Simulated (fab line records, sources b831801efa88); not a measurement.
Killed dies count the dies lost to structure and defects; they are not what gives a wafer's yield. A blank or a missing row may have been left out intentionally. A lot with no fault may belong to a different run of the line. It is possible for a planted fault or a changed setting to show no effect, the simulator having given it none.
Comparing a struck lot with a sound one	flow sky130	43 steps out of a route of 708
Sound: these wafers, L248.1, L248.3, L248.5. Struck: wafer L255.4. (L255.6 of the same lot was not struck and is left out.) The cause comes at the end.
Each step with rows lists, per side, the tool, then ch with its chambers, then its first start. Under that, the readings that differ: sound wafers	struck wafers	difference of the means	sigmas: that difference in standard deviations of wafers without a fault.
alike: a reading whose means differ by less than 2 such deviations, as well as words and numbers matching on both sides. not compared: withheld readings; readings where some wafer has no value; bounds like >300 that might hide an equal value; numbers whose values overlap and for which the record gives no deviation.
Wherever a step has rows on one side only, a row that says differs or no value, or a row with sigmas, the two part there. Numbers that don't overlap but have no deviation are shown without sigmas and don't part them. A reading that every wafer of one side lacks parts them only if that side has two wafers or more.

first, 1 step without rows for these wafers: SKY_LDD_N_IMPLANT_15.
SKY_LDD_N_STRIP_16: strips in O2/N2.
  sound on plasma-asher-04 ch 0,1, day 19 01:16; struck on plasma-asher-04 ch 0, day 21 22:04
  alike: drypump-motor-current-A, oes-product-au, strip-time-to-endpoint-s
  not compared: rf-hours-counter-h
SKY_LDD_N_TW_MEAS_17:
  sound on film-metro-01, day 19 01:22; struck on film-metro-01, day 21 22:10
  alike: LDD_N_TW
then, 7 steps without rows for these wafers: SKY_LDD_P_DEHYDRATE_00 (time 60 s); SKY_LDD_P_HMDS_01 (prime time 60 s); SKY_LDD_P_COAT_02 (resist thk 1140 nm); SKY_LDD_P_SOFTBAKE_03 (time 60 s); SKY_LDD_P_EXPOSE_04 (exposes mask PSDM, target cd 380 nm); SKY_LDD_P_PEB_05; SKY_LDD_P_DEVELOP_06 (develop time 60 s).
SKY_LDD_P_CD_MEAS_07: the cd target is 380 nm.
  sound on cd-sem-01, day 20 07:40; struck on cd-sem-01, day 23 04:52
  alike: cd-nm
SKY_LDD_P_OVL_MEAS_08:
  sound on overlay-01, day 20 07:47; struck on overlay-02, day 23 04:56
  alike: LDD_P_OVL
SKY_LDD_P_IMPLANT_09:
  sound on implanter-03 ch 0, day 20 07:50; struck on implanter-04 ch 0, day 23 05:02
  alike: beam-on-s
SKY_LDD_P_STRIP_10: strips in O2/N2.
  sound on plasma-asher-02 ch 1, day 20 07:59; struck on plasma-asher-02 ch 1, day 23 05:08
  alike: drypump-motor-current-A, oes-product-au, strip-time-to-endpoint-s
  not compared: rf-hours-counter-h
SKY_LDD_P_TW_MEAS_11:
  sound on film-metro-04, day 20 08:05; struck on film-metro-02, day 23 05:14
reading	sound	struck	difference	sigmas
LDD_P_TW	637 636 634	619	-17	-4
then, 7 steps without rows for these wafers: SKY_LDD_HVN_DEHYDRATE_00 (time 60 s); SKY_LDD_HVN_HMDS_01 (prime time 60 s); SKY_LDD_HVN_COAT_02 (resist thk 300 nm); SKY_LDD_HVN_SOFTBAKE_03 (time 60 s); SKY_LDD_HVN_EXPOSE_04 (exposes mask HVNTM, target cd 700 nm); SKY_LDD_HVN_PEB_05; SKY_LDD_HVN_DEVELOP_06 (develop time 60 s).
SKY_LDD_HVN_OVL_MEAS_07:
  sound on overlay-01, day 21 14:51; struck on overlay-02, day 24 10:22
  alike: LDD_HVN_OVL
next, for these wafers, 1 step has no rows: SKY_LDD_HVN_IMPLANT_08.
SKY_LDD_HVN_STRIP_09: strips in O2/N2.
  sound on plasma-asher-02 ch 0,1, day 21 15:02; struck on plasma-asher-01 ch 1, day 24 10:34
  alike: drypump-motor-current-A, oes-product-au, strip-time-to-endpoint-s
  not compared: rf-hours-counter-h
SKY_LDD_HVN_TW_MEAS_10:
  sound on film-metro-03, day 21 15:08; struck on film-metro-04, day 24 10:40
  alike: LDD_HVN_TW
then, 7 steps without rows for these wafers: SKY_LDD_HVP_DEHYDRATE_00 (time 60 s); SKY_LDD_HVP_HMDS_01 (prime time 60 s); SKY_LDD_HVP_COAT_02 (resist thk 300 nm); SKY_LDD_HVP_SOFTBAKE_03 (time 60 s); SKY_LDD_HVP_EXPOSE_04 (exposes mask HVPTM, target cd 700 nm); SKY_LDD_HVP_PEB_05; SKY_LDD_HVP_DEVELOP_06 (develop time 60 s).
SKY_LDD_HVP_OVL_MEAS_07:
  sound on overlay-02, day 22 21:16; struck on overlay-01, day 25 16:16
  alike: LDD_HVP_OVL
next, for these wafers, 1 step has no rows: SKY_LDD_HVP_IMPLANT_08.
SKY_LDD_HVP_STRIP_09: strips in O2/N2.
  sound on plasma-asher-02 ch 0,1, day 22 21:28; struck on plasma-asher-02 ch 0, day 25 16:28
  alike: drypump-motor-current-A, oes-product-au, strip-time-to-endpoint-s
  not compared: rf-hours-counter-h
SKY_LDD_HVP_TW_MEAS_10:
  sound on film-metro-03, day 22 21:34; struck on film-metro-03, day 25 16:34
  alike: LDD_HVP_TW
then, 5 steps without rows for these wafers: SKY_LDD_LDN_DEHYDRATE_00 (time 60 s); SKY_LDD_LDN_HMDS_01 (prime time 60 s); SKY_LDD_LDN_COAT_02 (resist thk 1140 nm); SKY_LDD_LDN_SOFTBAKE_03 (time 60 s); SKY_LDD_LDN_EXPOSE_04 (exposes mask LDNTM, target cd 700 nm).
-- a jump in the record: the struck wafers' starts before and after are 23 days apart (it breaks off in module LDD_LDN and resumes in module PAD_OPEN, where the first step shown is number 708 of the route) --
SKY_PAD_OPEN_PROBE_99:
  sound on prober-02, day 46 14:52; struck on prober-01, day 48 15:28
reading	sound	struck	difference	sigmas
model.etest.tip-p.rs-ohm-sq-range	102.2 120.7 274.5	2454	+2288	
model.etest.pfet_01v8.vt-v-range	0.01256 0.01108 0.008429	0.03341	+0.02272	
  alike: killed_at_M0_to_M3, killed_at_M4_up, killed-at-contacts, killed-at-front-end, killed-at-other, killed-dies, killed-open, killed-short

## WHERE THEY PART
Only at SKY_LDD_P_TW_MEAS_11, as far as this record shows. Later steps at which nothing parts them and some readings are alike: SKY_LDD_HVN_OVL_MEAS_07, SKY_LDD_HVN_STRIP_09, SKY_LDD_HVN_TW_MEAS_10, SKY_LDD_HVP_OVL_MEAS_07, SKY_LDD_HVP_STRIP_09, SKY_LDD_HVP_TW_MEAS_10, SKY_PAD_OPEN_PROBE_99.

WHY: what had been put in by the simulator
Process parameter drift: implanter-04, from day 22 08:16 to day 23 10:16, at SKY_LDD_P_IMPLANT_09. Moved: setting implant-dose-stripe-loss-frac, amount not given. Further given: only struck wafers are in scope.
